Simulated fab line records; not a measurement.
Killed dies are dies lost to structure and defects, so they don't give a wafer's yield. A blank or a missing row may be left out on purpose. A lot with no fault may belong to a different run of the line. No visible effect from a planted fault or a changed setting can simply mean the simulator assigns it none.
Which tool is to blame? | flow gf180mcu | 13 lots, 39 wafers sampled, at 4 steps of a route of 602

== WHAT EACH GAUGE READ, for each wafer ==
GF_HV_LDD_CD_MEAS_07: the cd target is 400 nm. Usual: 399.6 nm for cd-nm, sd 2.4.
lot  | measured     | on        | cd-nm (nm)        | flag
L683 | day 10 00:05 | cd-sem-02 | 401.0 397.9 402.5 |
L685 | day 10 12:27 | cd-sem-02 | 396.9 398.7 396.3 |
L689 | day 11 23:39 | cd-sem-02 | 398.5 399.3 398.1 |
L690 | day 12 05:06 | cd-sem-02 | 398.6 398.5 398.8 |
L695 | day 13 20:17 | cd-sem-01 | 398.7 397.8 396.3 |
L696 | day 14 05:08 | cd-sem-02 | 404.0 403.1 403.2 |
L697 | day 14 05:45 | cd-sem-02 | 400.1 398.2 396.4 |
L700 | day 15 08:34 | cd-sem-01 | 396.6 398.6 399.8 |
L701 | day 15 12:49 | cd-sem-02 | 403.7 400.1 401.6 |
L702 | day 15 19:26 | cd-sem-01 | 398.8 400.8 402.0 |
L703 | day 16 02:56 | cd-sem-02 | 395.7 397.6 395.9 |
L704 | day 16 10:56 | cd-sem-02 | 401.3 401.1 402.5 |
L705 | day 16 16:49 | cd-sem-02 | 400.8 401.4 401.3 |

GF_PSD_CD_MEAS_07: the cd target is 400 nm. Usual: 399.7 nm for cd-nm, sd 2.1.
lot  | measured     | on        | cd-nm (nm)                          | flag
L683 | day 14 04:47 | cd-sem-02 | 398.9 397.1 398.1                   |
L685 | day 14 16:32 | cd-sem-01 | 396.4 398.0 397.3                   |
L689 | day 16 11:04 | cd-sem-02 | 397.5 396.3 398.5                   |
L690 | day 16 17:01 | cd-sem-01 | 397.9 399.3 400.2                   |
L695 | day 18 17:25 | cd-sem-02 | 396.9 397.6 398.9                   |
L696 | day 19 00:53 | cd-sem-01 | 425.1 425.5 425.6 425.0 425.6 425.9 | OFF
L697 | day 19 01:30 | cd-sem-01 | 420.8 421.4 418.2 420.2 421.6 418.3 | OFF
L700 | day 20 08:29 | cd-sem-01 | 399.1 398.9 398.9                   |
L701 | day 20 14:20 | cd-sem-01 | 401.3 400.8 401.5                   |
L702 | day 20 21:56 | cd-sem-01 | 400.1 400.2 402.8                   |
L703 | day 21 04:56 | cd-sem-02 | 399.0 399.0 396.3                   |
L704 | day 21 14:17 | cd-sem-01 | 396.8 400.4 400.8                   |
L705 | day 21 20:13 | cd-sem-02 | 397.8 399.8 398.4                   |

== TOOL THAT RAN EACH LOT (tool first, then ch and the chambers of the sampled wafers, then the start) ==
lot  | GF_HV_LDD_STRIP_49                   | GF_PSD_DEVELOP_06
L683 | plasma-asher-02 ch 0,1, day 12 10:26 | litho-track-01 ch 0, day 14 04:38
L685 | plasma-asher-04 ch 0,1, day 12 21:50 | litho-track-02 ch 0, day 14 16:23
L689 | plasma-asher-04 ch 0,1, day 14 12:44 | litho-track-02 ch 0, day 16 10:53
L690 | plasma-asher-03 ch 0,1, day 14 17:35 | litho-track-01 ch 0, day 16 16:52
L695 | plasma-asher-03 ch 0,1, day 16 13:49 | litho-track-02 ch 0, day 18 17:16
L696 | plasma-asher-02 ch 0,1, day 16 23:23 | litho-track-02 ch 0, day 19 00:44
L697 | plasma-asher-03 ch 0,1, day 16 23:43 | litho-track-02 ch 0, day 19 01:22
L700 | plasma-asher-04 ch 0,1, day 18 05:49 | litho-track-01 ch 0, day 20 08:20
L701 | plasma-asher-04 ch 0,1, day 18 10:37 | litho-track-01 ch 0, day 20 14:11
L702 | plasma-asher-03 ch 0,1, day 18 18:01 | litho-track-04 ch 0, day 20 21:48
L703 | plasma-asher-03 ch 0,1, day 19 01:28 | litho-track-04 ch 0, day 21 04:48
L704 | plasma-asher-03 ch 0,1, day 19 11:26 | litho-track-01 ch 0, day 21 14:08
L705 | plasma-asher-02 ch 0,1, day 19 16:40 | litho-track-04 ch 0, day 21 20:04
- GF_HV_LDD_STRIP_49: strips in O2/N2.
- GF_PSD_DEVELOP_06: develop time 60 s.

== AS READ BY THE TOOLS THEMSELVES (means over the sampled wafers that have a number; for cases with no such wafer, the mark the record gives instead) ==
GF_HV_LDD_STRIP_49. Usual: drypump-motor-current-A 5.6 A, standard deviation 0.39; heater-power-w 353 W, standard deviation 25; oes-product-au 0.716 a.u., standard deviation 0.0044; strip-time-to-endpoint-s 12.63 s, standard deviation 0.033.
lot  | tool            | drypump-motor-current-A (A) | heater-power-w (W) | oes-product-au (a.u.) | strip-time-to-endpoint-s (s) | flag
L683 | plasma-asher-02 | 5.3                         | 361                | 0.719                 | 12.67                        |
L685 | plasma-asher-04 | 6.2                         | 367                | 0.718                 | 12.63                        |
L689 | plasma-asher-04 | 6.2                         | 367                | 0.719                 | 12.59                        |
L690 | plasma-asher-03 | 5.6                         | 326                | 0.716                 | 12.62                        |
L695 | plasma-asher-03 | 5.6                         | 324                | 0.716                 | 12.65                        |
L696 | plasma-asher-02 | 5.3                         | 361                | 0.721                 | 12.62                        |
L697 | plasma-asher-03 | 5.5                         | 334                | 0.717                 | 12.61                        |
L700 | plasma-asher-04 | 6.2                         | 372                | 0.719                 | 12.60                        |
L701 | plasma-asher-04 | 5.8                         | 364                | 0.716                 | 12.61                        |
L702 | plasma-asher-03 | 5.6                         | 323                | 0.712                 | 12.61                        |
L703 | plasma-asher-03 | 5.6                         | 321                | 0.716                 | 12.60                        |
L704 | plasma-asher-03 | 5.5                         | 348                | 0.712                 | 12.70                        |
L705 | plasma-asher-02 | 5.4                         | 361                | 0.720                 | 12.65                        |

== THE ANSWER, worked out from the rows above alone ==
Rule: a lot counts as off when the mean over its wafers that have a number is more than 3 standard deviations away from the usual mean. A lot without any number at a reading at which 4 lots or more have one is off too. All remaining lots with rows at the step are treated as sound. First the gauges in route order, then the tools' own readings, where a lot's mean is used as printed above. The first step at which some lot is off is used, and at that step the reading that is off furthest; a lot without a number counts as furthest.
Off, at GF_PSD_CD_MEAS_07 on cd-nm: L696, L697.
If a tool, at a process step before that reading, ran all the lots that are off and no sound lot after the first of them, it fits. The gauges at GF_PSD_CD_MEAS_07 are tried like those tools. One fits: GF_PSD_DEVELOP_06 on litho-track-02. Its last sound lot is L695 (day 18 17:16), its first lot that is off L696 (day 19 00:44): a fault that began between those two fits.

== WHAT HAD BEEN PUT IN BY THE SIMULATOR ==
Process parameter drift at GF_PSD_DEVELOP_06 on litho-track-02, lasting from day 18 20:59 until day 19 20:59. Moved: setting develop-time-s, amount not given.
Struck lots among those shown: L696, L697. This agrees with what the rule above found.
